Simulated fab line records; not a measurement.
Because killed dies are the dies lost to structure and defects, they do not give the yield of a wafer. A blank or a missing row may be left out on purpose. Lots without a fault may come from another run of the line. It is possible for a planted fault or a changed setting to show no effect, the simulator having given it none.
One fault through the eyes of 2 desks :: flow gf180mcu :: each desk holds nothing but its own numbers, with what lay behind them at the end

METROLOGY DESK
Lot by lot, what the gauges showed, no matter which tool ran the lot: averages of those sampled wafers that carry a number. Marked OUT: a lot whose mean sits more than 4 standard deviations from the usual mean, which makes it out of limits; the brackets give that distance.
Columns: A = V1_CVD_02_THK at GF_V1_THK_MEAS_03, usual 852 nm
lot: L492
first seen here: day 17 21:37
A: 848

lot: L495
first seen here: day 19 02:35
A: 845

lot: L496
first seen here: day 19 21:44
A: 841

lot: L497
first seen here: day 19 22:56
A: 839

lot: L498
first seen here: day 20 10:05
A: 1282 (+36) OUT

lot: L499
first seen here: day 20 13:25
A: 1273 (+35) OUT

lot: L505
first seen here: day 22 23:26
A: 864

lot: L506
first seen here: day 23 06:43
A: 858

lot: L507
first seen here: day 23 09:23
A: 865

lot: L508
first seen here: day 23 18:07
A: 857

lot: L509
first seen here: day 23 23:38
A: 866

lot: L510
first seen here: day 24 15:03
A: 852

lot: L511
first seen here: day 24 17:11
A: 835

lot: L512
first seen here: day 25 00:46
A: 862
Finding of this desk: L498, L499 out of limits, first seen on L498 at day 20 10:05 (V1_CVD_02_THK at GF_V1_THK_MEAS_03). L492, L495, L496, L497, L505, L506, L507, L508, L509, L510, L511, L512 stayed within limits.

THE TOOL OWNER'S DESK: pecvd-03
The tool's own readings at GF_V1_CVD_02 (deposits SiO2 from TEOS, target thk 850 nm, time 94.851 s): means of the sampled wafers that have a number, for each lot that ran on this tool. Marked OUT: a lot whose mean sits more than 4 standard deviations from the usual mean, which makes it out of limits; the brackets give that distance.
Columns: A = heater_power_w at GF_V1_CVD_02, usual 761 W
lot: L495
first seen here: day 19 02:31
A: 716

lot: L497
first seen here: day 19 22:52
A: 801

lot: L498
first seen here: day 20 09:59
A: 782

lot: L499
first seen here: day 20 13:21
A: 661

lot: L510
first seen here: day 24 14:58
A: 754
Result from this desk: across the 5 lots, nothing is out of limits.

ALL TOGETHER
L498, L499 would have let the metrology desk raise an alarm at day 20 10:05.
The desk of the tool owner found nothing out of limits.
Tool owner's desk: L498, L499 on record, inside its limits.
On pecvd-03, each named lot ran GF_V1_CVD_02.

WHAT THE SIMULATOR PUT IN
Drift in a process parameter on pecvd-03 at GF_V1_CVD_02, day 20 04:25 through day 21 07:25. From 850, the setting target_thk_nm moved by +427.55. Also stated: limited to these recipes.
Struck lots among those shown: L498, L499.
Delay in hours, fault start to first out-of-limits reading, per desk: metrology desk 6.
